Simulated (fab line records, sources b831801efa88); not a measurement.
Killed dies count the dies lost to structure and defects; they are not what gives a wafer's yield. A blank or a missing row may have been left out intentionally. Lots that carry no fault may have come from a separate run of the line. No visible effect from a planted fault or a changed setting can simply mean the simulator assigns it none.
2 desks, one fault | flow sky130 | each desk holds nothing but its own numbers, with what lay behind them at the end

AT THE METROLOGY DESK
Means of the sampled wafers that have a number, per lot and without regard to the tool the lot ran on: this is what the gauges read. The brackets show how far a lot's mean lies from the usual mean; more than 4 standard deviations puts the lot out of limits, marked OUT.
Columns: A = CAPM_CVD_00_THK at SKY_CAPM_THK_MEAS_01, usual 15.49 nm; B = METAL5_ALCU_THK at SKY_METAL5_THK_MEAS_06, usual 1138 nm; C = PAD_OPEN_BOW at SKY_PAD_OPEN_BOW_MEAS_13, usual 47 um
lot  | first seen here | A     | B    | C
L943 | day 37 03:50    | 15.38 | 1152 | 42
L945 | day 37 13:26    | 15.47 | 1136 | 45
L948 | day 38 03:08    | 15.67 | 1138 | 44
L950 | day 38 17:27    | 15.45 | 1150 | 43
L951 | day 39 02:10    | 15.55 | 1126 | 41
L952 | day 39 06:53    | 15.43 | 1141 | 60
L953 | day 39 13:20    | 15.58 | 1153 | 43
L954 | day 39 23:35    | 15.41 | 1134 | 37
L955 | day 40 04:50    | 15.45 | 1138 | 56
L957 | day 40 23:05    | 15.52 | 1116 | 24
L958 | day 41 02:35    | 15.78 | 1141 | 45
L965 | day 43 05:56    | 15.27 | 1130 | 49
L966 | day 43 15:12    | 15.60 | 1149 | 51
This desk's verdict: no lot among the 13 shows anything out of limits.

THE TOOL OWNER'S DESK: plasma asher-03
The tool's own readings at SKY_VIA1_STRIP_16 (strips in O2/N2): means of the sampled wafers that have a number, for each lot that ran on this tool. The brackets show how far a lot's mean lies from the usual mean; more than 4 standard deviations puts the lot out of limits, marked OUT.
Columns: A = drypump motor current A at SKY_VIA1_STRIP_16, usual 5.67 A; B = o2 flow sccm at SKY_VIA1_STRIP_16, usual 3001 sccm; C = oes product au at SKY_VIA1_STRIP_16, usual 0.417 a.u.; D = strip time to endpoint s at SKY_VIA1_STRIP_16, usual 4.470 s
lot  | first seen here | A    | B    | C     | D
L943 | day 34 18:31    | 5.54 | 2989 | 0.419 | 4.448
L948 | day 35 19:55    | 5.85 | 3004 | 0.413 | 4.478
L950 | day 36 09:09    | 5.59 | 2988 | 0.409 | 4.466
L953 | day 37 06:24    | 5.53 | 2996 | 0.416 | 4.458
L955 | day 37 21:58    | 5.57 | 2999 | 0.419 | 4.450
L957 | day 38 16:32    | 5.61 | 3002 | 0.418 | 4.486
L958 | day 38 19:48    | 5.52 | 2995 | 0.413 | 4.471
L966 | day 41 11:36    | 5.73 | 3004 | 0.414 | 4.468
This desk's verdict: no lot among the 8 shows anything out of limits.

BROUGHT TOGETHER
Metrology desk: nothing out of limits seen.
Nothing out of limits was seen by the tool owner's desk.

WHAT HAD BEEN PUT IN BY THE SIMULATOR
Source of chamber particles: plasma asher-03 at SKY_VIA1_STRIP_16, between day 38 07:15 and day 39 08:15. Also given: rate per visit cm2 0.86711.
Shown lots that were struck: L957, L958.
